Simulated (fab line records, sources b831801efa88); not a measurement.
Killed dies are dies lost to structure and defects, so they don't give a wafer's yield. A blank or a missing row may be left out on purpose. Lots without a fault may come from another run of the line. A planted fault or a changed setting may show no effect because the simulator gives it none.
Which tool did it? | flow gf180mcu | 12 lots, 36 wafers sampled, at 6 steps of a route of 602

WHAT THE GAUGES READ, wafer by wafer
GF_HV_LDD_THK_MEAS_57.
lot  | measured     | on            | HV_LDD_CVD_56_THK (nm)
L504 | day 12 18:47 | film_metro-04 | 90.8 90.6 89.9
L505 | day 13 02:29 | film_metro-02 | 91.1 90.8 91.5
L506 | day 13 09:36 | film_metro-04 | 90.8 90.7 90.8
L508 | day 14 00:35 | film_metro-02 | 91.2 91.4 91.3
L509 | day 14 05:58 | film_metro-04 | 89.2 89.5 88.8
L516 | day 16 12:01 | film_metro-03 | 117.5 118.1 117.2
L518 | day 17 06:15 | film_metro-02 | 118.0 119.4 117.4
L520 | day 17 23:58 | film_metro-04 | 88.8 89.3 89.9
L521 | day 18 07:59 | film_metro-02 | 89.5 90.3 90.1
L522 | day 18 13:48 | film_metro-03 | 90.2 90.5 90.9
L526 | day 20 09:55 | film_metro-03 | 90.8 90.7 90.7
L527 | day 20 12:39 | film_metro-02 | 88.1 88.0 88.5

GF_V1_THK_MEAS_25: measures by xrf.
lot  | measured     | on            | V1_W_THK (nm)
L504 | day 18 12:10 | film_metro-02 | 338 344 342
L505 | day 18 20:28 | film_metro-02 | 340 333 339
L506 | day 19 06:12 | film_metro-01 | 339 345 346
L508 | day 20 02:01 | film_metro-01 | 336 341 341
L509 | day 20 05:49 | film_metro-03 | 336 336 334
L516 | day 22 17:27 | film_metro-03 | 344 342 344
L518 | day 23 10:57 | film_metro-02 | 336 342
L520 | day 24 05:44 | film_metro-01 | 345 339 340
L521 | day 24 11:54 | film_metro-01 | 340 343 345
L522 | day 24 17:40 | film_metro-03 | 347 342 344
L526 | day 26 08:42 | film_metro-01 | 341 337 340
L527 | day 26 10:32 | film_metro-03 | 346 348 350

WHICH TOOL RAN EACH LOT (tool, then ch and the chambers of the sampled wafers, then the start)
lot  | GF_HV_LDD_CVD_56            | GF_HV_LDD_ETCHBACK_58              | GF_M1_SPUTTER_04             | GF_M1_STRIP_17
L504 | lpcvd-02 ch 0, day 12 17:22 | rie_diel-01 ch 0,1,3, day 12 18:51 | pvd_sputter-03, day 16 11:53 | plasma_asher-03 ch 0,1, day 17 10:35
L505 | lpcvd-02 ch 0, day 13 01:02 | rie_diel-04 ch 0,1,3, day 13 02:32 | pvd_sputter-01, day 16 19:16 | plasma_asher-02 ch 0,1, day 17 18:40
L506 | lpcvd-02 ch 1, day 13 08:10 | rie_diel-04 ch 1,2, day 13 09:40   | pvd_sputter-02, day 17 04:01 | plasma_asher-04 ch 0, day 18 03:50
L508 | lpcvd-01 ch 0, day 13 23:08 | rie_diel-01 ch 0,1, day 14 00:38   | pvd_sputter-03, day 17 22:03 | plasma_asher-03 ch 0,1, day 18 22:37
L509 | lpcvd-02 ch 0, day 14 04:31 | rie_diel-01 ch 0,2, day 14 06:01   | pvd_sputter-01, day 18 03:23 | plasma_asher-04 ch 0,1, day 19 03:05
L516 | lpcvd-02 ch 0, day 16 10:35 | rie_diel-04 ch 1,2,3, day 16 12:04 | pvd_sputter-01, day 20 14:04 | plasma_asher-03 ch 0,1, day 21 15:08
L518 | lpcvd-02 ch 0, day 17 04:49 | rie_diel-04 ch 0,1,3, day 17 06:19 | pvd_sputter-02, day 21 10:48 | plasma_asher-02 ch 1, day 22 10:17
L520 | lpcvd-02 ch 1, day 17 22:32 | rie_diel-03 ch 1,2,3, day 18 00:01 | pvd_sputter-03, day 22 04:55 | plasma_asher-04 ch 1, day 23 04:46
L521 | lpcvd-01 ch 0, day 18 06:32 | rie_diel-01 ch 1,2, day 18 08:01   | pvd_sputter-02, day 22 12:13 | plasma_asher-03 ch 0,1, day 23 11:20
L522 | lpcvd-01 ch 0, day 18 12:22 | rie_diel-03 ch 0,1,3, day 18 13:52 | pvd_sputter-03, day 22 18:12 | plasma_asher-03 ch 0,1, day 23 17:17
L526 | lpcvd-01 ch 0, day 20 07:46 | rie_diel-03 ch 1,2,3, day 20 09:58 | pvd_sputter-03, day 24 10:45 | plasma_asher-04 ch 0,1, day 25 08:44
L527 | lpcvd-01 ch 1, day 20 11:13 | rie_diel-04 ch 0,1, day 20 12:42   | pvd_sputter-03, day 24 12:43 | plasma_asher-03 ch 0,1, day 25 11:05
- GF_HV_LDD_CVD_56: deposits Si3N4 from DCS/NH3, target thk 90 nm, time 1543 s.
- GF_HV_LDD_ETCHBACK_58: etches Si3N4 in CH3F/O2, stops on SiO2, time 100 s, target depth 90 nm.
- GF_M1_SPUTTER_04: material TiN, target thk 50 nm, time 41.7 s.
- GF_M1_STRIP_17: strips in O2/N2.

WHAT THE TOOLS THEMSELVES READ (means of the sampled wafers that have a number; where no wafer has one, the mark that the record gives instead)
GF_HV_LDD_CVD_56.
lot  | tool     | zone_power_top_pct (%)
L504 | lpcvd-02 | 27.5
L505 | lpcvd-02 | 27.4
L506 | lpcvd-02 | 25.3
L508 | lpcvd-01 | 25.2
L509 | lpcvd-02 | 27.3
L516 | lpcvd-02 | 27.3
L518 | lpcvd-02 | 27.5
L520 | lpcvd-02 | 25.1
L521 | lpcvd-01 | 25.5
L522 | lpcvd-01 | 25.4
L526 | lpcvd-01 | 25.4
L527 | lpcvd-01 | 21.0

GF_HV_LDD_ETCHBACK_58.
lot  | tool        | drypump_motor_current_A (A) | oes_product_au (a.u.) | throttle_valve_pct (%)
L504 | rie_diel-01 | 5.4                         | 0.844                 | 10.562
L505 | rie_diel-04 | 5.4                         | 0.845                 | 10.568
L506 | rie_diel-04 | 5.6                         | 0.847                 | 10.553
L508 | rie_diel-01 | 5.3                         | 0.850                 | 10.568
L509 | rie_diel-01 | 5.7                         | 0.834                 | 10.568
L516 | rie_diel-04 | 5.6                         | 0.984                 | 10.573
L518 | rie_diel-04 | 5.4                         | 0.978                 | 10.580
L520 | rie_diel-03 | 5.5                         | 0.842                 | 10.557
L521 | rie_diel-01 | 5.8                         | 0.842                 | 10.562
L522 | rie_diel-03 | 5.3                         | 0.848                 | 10.548
L526 | rie_diel-03 | 5.5                         | 0.849                 | 10.563
L527 | rie_diel-04 | 5.4                         | 0.833                 | 10.559

GF_M1_SPUTTER_04.
lot  | tool           | chamber_pressure_pa (Pa) | throttle_valve_pct (%)
L504 | pvd_sputter-03 | 0.4002                   | 31.1
L505 | pvd_sputter-01 | 0.4002                   | 29.6
L506 | pvd_sputter-02 | 0.3998                   | 30.0
L508 | pvd_sputter-03 | 0.4000                   | 30.2
L509 | pvd_sputter-01 | 0.3997                   | 30.1
L516 | pvd_sputter-01 | 0.3995                   | 30.4
L518 | pvd_sputter-02 | 0.4003                   | 30.2
L520 | pvd_sputter-03 | 0.3999                   | 30.8
L521 | pvd_sputter-02 | 0.3999                   | 30.0
L522 | pvd_sputter-03 | 0.4004                   | 31.0
L526 | pvd_sputter-03 | 0.4003                   | 30.6
L527 | pvd_sputter-03 | 0.3998                   | 31.1

GF_M1_STRIP_17.
lot  | tool            | drypump_motor_current_A (A) | heater_power_w (W) | oes_product_au (a.u.) | strip_time_to_endpoint_s (s)
L504 | plasma_asher-03 | 5.64                        | 339                | 0.536                 | 7.33
L505 | plasma_asher-02 | 5.62                        | 345                | 0.535                 | 7.34
L506 | plasma_asher-04 | 5.24                        | 322                | 0.536                 | 7.35
L508 | plasma_asher-03 | 5.63                        | 334                | 0.536                 | 7.36
L509 | plasma_asher-04 | 5.42                        | 311                | 0.533                 | 7.33
L516 | plasma_asher-03 | 5.65                        | 335                | 0.533                 | 7.33
L518 | plasma_asher-02 | 5.46                        | 382                | 0.533                 | 7.30
L520 | plasma_asher-04 | 5.83                        | 274                | 0.541                 | 7.49
L521 | plasma_asher-03 | 5.73                        | 326                | 0.538                 | 7.38
L522 | plasma_asher-03 | 5.64                        | 332                | 0.538                 | 7.43
L526 | plasma_asher-04 | 5.63                        | 292                | 0.537                 | 7.33
L527 | plasma_asher-03 | 5.71                        | 329                | 0.541                 | 7.34

THE ANSWER, worked out from the rows above alone
Rule: what is usual is taken from the lots themselves. Put in order of their means at a reading, lots are off if they are a third of the lots or fewer, leave a main group of 4 or more, and stand apart from it by a gap of 3 or more times the standard deviation of the main group's means; of several such gaps the widest counts. A main group whose means are all the same, to the digits that the tables above print for the reading, isn't used. A lot without any number at a reading at which 4 lots or more have one is off too. The other lots that the step has rows for count as sound. The gauges are gone through in route order, then the tools' own readings, and for those a lot's mean is taken as printed above. The first step at which some lot is off is used, and at that step the reading that is off furthest; a lot without a number counts as furthest.
Off: L516, L518, at GF_HV_LDD_THK_MEAS_57 (HV_LDD_CVD_56_THK). The main group: mean 90.2 nm, standard deviation 0.93.
A tool fits if, at a process step before that reading, it ran every lot that is off, and no sound lot after the first of them. The gauges at GF_HV_LDD_THK_MEAS_57 aren't tried: what is off there is off at GF_HV_LDD_ETCHBACK_58 too, on other tools, and a gauge's error can't cause that. None of those tried fits.

WHAT THE SIMULATOR HAD PUT IN
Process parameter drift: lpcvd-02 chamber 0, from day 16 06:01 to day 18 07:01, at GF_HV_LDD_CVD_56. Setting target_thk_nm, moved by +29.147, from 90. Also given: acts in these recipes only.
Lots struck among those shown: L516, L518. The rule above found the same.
